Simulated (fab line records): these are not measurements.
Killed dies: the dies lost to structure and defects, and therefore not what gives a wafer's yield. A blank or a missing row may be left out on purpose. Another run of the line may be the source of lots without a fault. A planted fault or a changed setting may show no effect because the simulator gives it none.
A struck lot beside a sound one / flow sky130 / 15 steps out of a route of 708
Sound: the wafers L411.3, L411.5, L411.6. Struck: wafers L419.1, L419.2, L419.3. The cause comes at the end.
Each step with rows lists, per side, the tool, then ch with its chambers, then its first start. Under that, the readings that differ: sound wafers / struck wafers / difference of the means / sigmas: that difference in standard deviations of wafers without a fault.
alike: words and numbers the same on both sides, and readings whose means are apart by under 2 such deviations; not compared: readings that were withheld, readings missing a value for some wafer, numbers with overlapping values and no deviation given by the record, and bounds like >300 which may hide the same value.
The two part at a step that has a row with sigmas, a row that says differs or no value, or rows on one side only. Numbers that don't overlap but have no deviation are shown without sigmas and don't part them. A reading missing from all wafers of one side parts the sides only when that side holds two or more wafers.

SKY_VIA4_STRIP_13: strips in O2/N2.
  sound on plasma asher-03 ch 0,1, day 45 11:23; struck on plasma asher-02 ch 0,1, day 46 14:30
  alike: drypump motor current A, o2 flow sccm, oes product au, strip time to endpoint s
  not compared: rf hours counter h
then, 3 steps without rows for these wafers: SKY_VIA4_STRIP_14 (strips in post etch residue remover, time 1200 s); SKY_VIA4_CLEAN_15 (cleans in IPA, time 180 s); SKY_VIA4_CLEAN_16 (cleans in O3/DIW).
SKY_VIA4_SPUTTER_17: material TiN, target thk 20 nm, time 80 s.
  sound: pvd sputter-03 at day 45 11:58; struck: pvd sputter-02 at day 46 15:06
  alike: throttle valve pct
then, 1 step without rows for these wafers: SKY_VIA4_CVD_18 (deposits W, target thk 505 nm, time 152.14 s).
SKY_VIA4_RS_MEAS_19: measurement is done with a four-point probe.
  sound: film metro-02 at day 45 12:13; struck: film metro-04 at day 46 15:19
  alike: VIA4_W_RS
SKY_VIA4_THK_MEAS_20: measures by xrf.
  sound: film metro-02 at day 45 12:19; struck: film metro-04 at day 46 15:26
  alike: VIA4_W_THK
then, 1 step without rows for these wafers: SKY_VIA4_CMP_21 (polishes, stops on SiO2, t overpolish 25 s, target thk 0 nm).
SKY_METAL5_SPUTTER_00: material Ti, target thk 15 nm, time 10 s.
  sound: pvd sputter-04 at day 45 12:39; struck: pvd sputter-04 at day 46 15:49
  alike: throttle valve pct
SKY_METAL5_SPUTTER_01: material TiN, target thk 20 nm, time 16.7 s.
  sound: pvd sputter-04 at day 45 12:41; struck: pvd sputter-04 at day 46 15:50
  alike: throttle valve pct
then, 1 step without rows for these wafers: SKY_METAL5_SPUTTER_02 (material AlCu, target thk 1150 nm, time 61.2 s).
SKY_METAL5_SPUTTER_03: material Ti, target thk 5 nm, time 3.3 s.
  sound: pvd sputter-04 at day 45 12:45; struck: pvd sputter-04 at day 46 15:55
reading=model.Ti_of_METAL5_SPUTTER_03.thk nm (nm); sound=5.067 5.089 5.011; struck=7.24 7.158 7.172; difference=+2.13; sigmas=
  alike: throttle valve pct
SKY_METAL5_SPUTTER_04: material TiN, target thk 70 nm, time 58.3 s.
  sound: pvd sputter-04 at day 45 12:46; struck: pvd sputter-04 at day 46 15:56
  alike: throttle valve pct
-- the record jumps here: 3 days lie between the struck wafers' starts before and after (it left off in module METAL5 and takes up again in module PAD_OPEN, whose first step shown is number 708 of the route) --
SKY_PAD_OPEN_PROBE_99:
  rows exist in the record for the struck wafers here (prober-02, day 49 05:40), but not for the sound ones

## WHERE THEY PART
Within this record, at SKY_PAD_OPEN_PROBE_99 only.

WHY: what the simulator had put in
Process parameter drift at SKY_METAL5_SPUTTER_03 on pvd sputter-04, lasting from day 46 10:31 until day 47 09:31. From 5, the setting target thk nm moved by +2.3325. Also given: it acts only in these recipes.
